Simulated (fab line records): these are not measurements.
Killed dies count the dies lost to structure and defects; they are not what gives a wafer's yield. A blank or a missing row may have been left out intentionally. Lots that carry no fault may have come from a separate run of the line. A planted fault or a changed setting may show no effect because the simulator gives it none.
A single fault, viewed from 2 desks	flow gf180mcu	only its own numbers are on each desk; what lay behind them is given at the end

## AT THE METROLOGY DESK
Means of the sampled wafers that have a number, per lot and without regard to the tool the lot ran on: this is what the gauges read. If a lot's mean is further than 4 standard deviations from the usual mean, the lot is out of limits and carries the mark OUT (the distance appears in the brackets).
Columns: A = V5_W_THK at GF_V5_THK_MEAS_25, usual 367 nm; B = PASSIVATION_CVD_00_THK at GF_PASSIVATION_THK_MEAS_01, usual 999 nm
lot	first seen here	A	B
L606	day 27 12:12	372	1011
L607	day 27 15:30	372	1015
L608	day 28 00:22	373	996
L609	day 28 00:22	359	1010
L614	day 30 05:50	362	994
L615	day 30 09:23	371	1005
L621	day 31 17:31	362	989
L620	day 31 20:07	373	999
L623	day 32 07:14	366	1015
L625	day 32 11:19	364	1008
L626	day 32 21:25	370	1004
L627	day 33 03:12	357	1004
L628	day 33 06:35	377	1008
L629	day 33 11:40	365	999
This desk found nothing out of limits on any of the 14 lots.

## DESK OF THE TOOL OWNER: pvd_sputter-03
The tool's own readings at GF_TOP_METAL_SPUTTER_02 (material AlCu, target thk 900 nm, time 47.82 s): means of the sampled wafers that have a number, for each lot that ran on this tool. If a lot's mean is further than 4 standard deviations from the usual mean, the lot is out of limits and carries the mark OUT (the distance appears in the brackets).
Columns: A = throttle_valve_pct at GF_TOP_METAL_SPUTTER_02, usual 29.7 %
lot	first seen here	A
L608	day 28 00:51	29.5
L614	day 30 06:19	31.0
L615	day 30 09:53	30.9
L628	day 33 07:03	31.1
This desk found nothing out of limits on any of the 4 lots.

## ALL TOGETHER
From the metrology desk's view, nothing was out of limits.
Nothing out of limits was seen by the tool owner's desk.

## WHAT THE SIMULATOR PUT IN
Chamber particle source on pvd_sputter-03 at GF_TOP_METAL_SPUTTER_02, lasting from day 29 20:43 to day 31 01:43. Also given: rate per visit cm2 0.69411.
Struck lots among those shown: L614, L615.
